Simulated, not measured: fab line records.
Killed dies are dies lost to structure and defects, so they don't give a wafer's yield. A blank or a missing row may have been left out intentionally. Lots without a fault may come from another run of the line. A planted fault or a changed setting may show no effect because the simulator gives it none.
A lot that was struck, set against a sound lot | flow gf180mcu | 15 out of 602 route steps
Sound: the wafers L417.2, L417.3, L417.5. The struck wafers were L424.1, L424.3, L424.6. The cause comes at the end.
Each step with rows lists, per side, the tool, then ch with its chambers, then its first start. Under that, the readings that differ: sound wafers | struck wafers | difference of the means | sigmas: that difference in standard deviations of wafers without a fault.
alike: readings whose means differ by less than 2 such deviations, and words and numbers that are the same on both sides. not compared: withheld readings, readings that some wafer has no value for, bounds like >300 that may hide the same value, and numbers for which the record gives no deviation and whose values overlap.
A row with sigmas, a row that says differs or no value, or rows on one side alone: a step with any of these is where the two part. Non-overlapping numbers with no deviation appear without sigmas and do not part them. A reading missing from all wafers of one side parts the sides only when that side holds two or more wafers.

first, 7 steps without rows for these wafers: GF_V4_HMDS_07 (prime time 60 s); GF_V4_COAT_08; GF_V4_COAT_09 (resist thk 1000 nm); GF_V4_SOFTBAKE_10 (time 60 s); GF_V4_EXPOSE_11 (exposes mask Via4, target cd 260 nm); GF_V4_PEB_12 (peb time 90 s); GF_V4_DEVELOP_13 (develop time 60 s).
GF_V4_CD_MEAS_14 targets a cd of 260 nm.
  sound on cdSem-02, day 27 04:19; struck on cdSem-01, day 28 23:51
  alike: cdNm
GF_V4_OVL_MEAS_15:
  sound on overlay-02, day 27 04:25; struck on overlay-01, day 28 23:58
  alike: V4_OVL
GF_V4_ETCH_16: etches BARC in N2/H2.
  sound on rieDiel-02 ch 2,3, day 27 04:27; struck on rieDiel-02 ch 0,1,2, day 29 00:00
  alike: drypumpMotorCurrentA, oesProductAu, throttleValvePct
GF_V4_ETCH_17: etches SiO2 in C4F8/O2/Ar, stops on TiN, target depth 630 nm.
  sound on rieDiel-02 ch 2,3; struck on rieDiel-02 ch 0,1,2
  alike: oesProductAu
GF_V4_STRIP_18: strips in O2/N2.
  sound on plasmaAsher-01 ch 0,1, day 27 04:35; struck on plasmaAsher-02 ch 0, day 29 00:08
  alike: chamberPressureMTorr, drypumpMotorCurrentA, heaterPowerW, oesProductAu
  not compared: rfHoursCounterH
GF_V4_STRIP_19: strips in post etch residue remover, time 1200 s.
  sound on wetBench-04 ch 0, day 27 04:41; struck on wetBench-03 ch 3, day 29 00:14
  no value came back on the struck wafers for bathGuardTempC (C), bathHeatDutyPct (%), tempC (C), timeS (s); on the sound wafers bathGuardTempC (C) reads 72.7 72.7 72.7
then, 1 step without rows for these wafers: GF_V4_CLEAN_20 (cleans in DIW).
-- the record jumps here: 4 days lie between the struck wafers' starts before and after (it left off in module V4 and takes up again in module PASSIVATION, whose first step shown is number 602 of the route) --
GF_PASSIVATION_PROBE_99:
  sound on prober-02, day 31 13:32; struck on prober-01, day 33 04:14
reading                     | sound             | struck           | difference | sigmas
model.etest.via4Chain.rcOhm | 6.678 6.537 6.653 | 7.971 7.83 8.288 | +1.407     | 

## WHERE THEY PART
At GF_V4_STRIP_19 and nowhere else, as far as this record goes.

WHY: the cause the simulator had injected
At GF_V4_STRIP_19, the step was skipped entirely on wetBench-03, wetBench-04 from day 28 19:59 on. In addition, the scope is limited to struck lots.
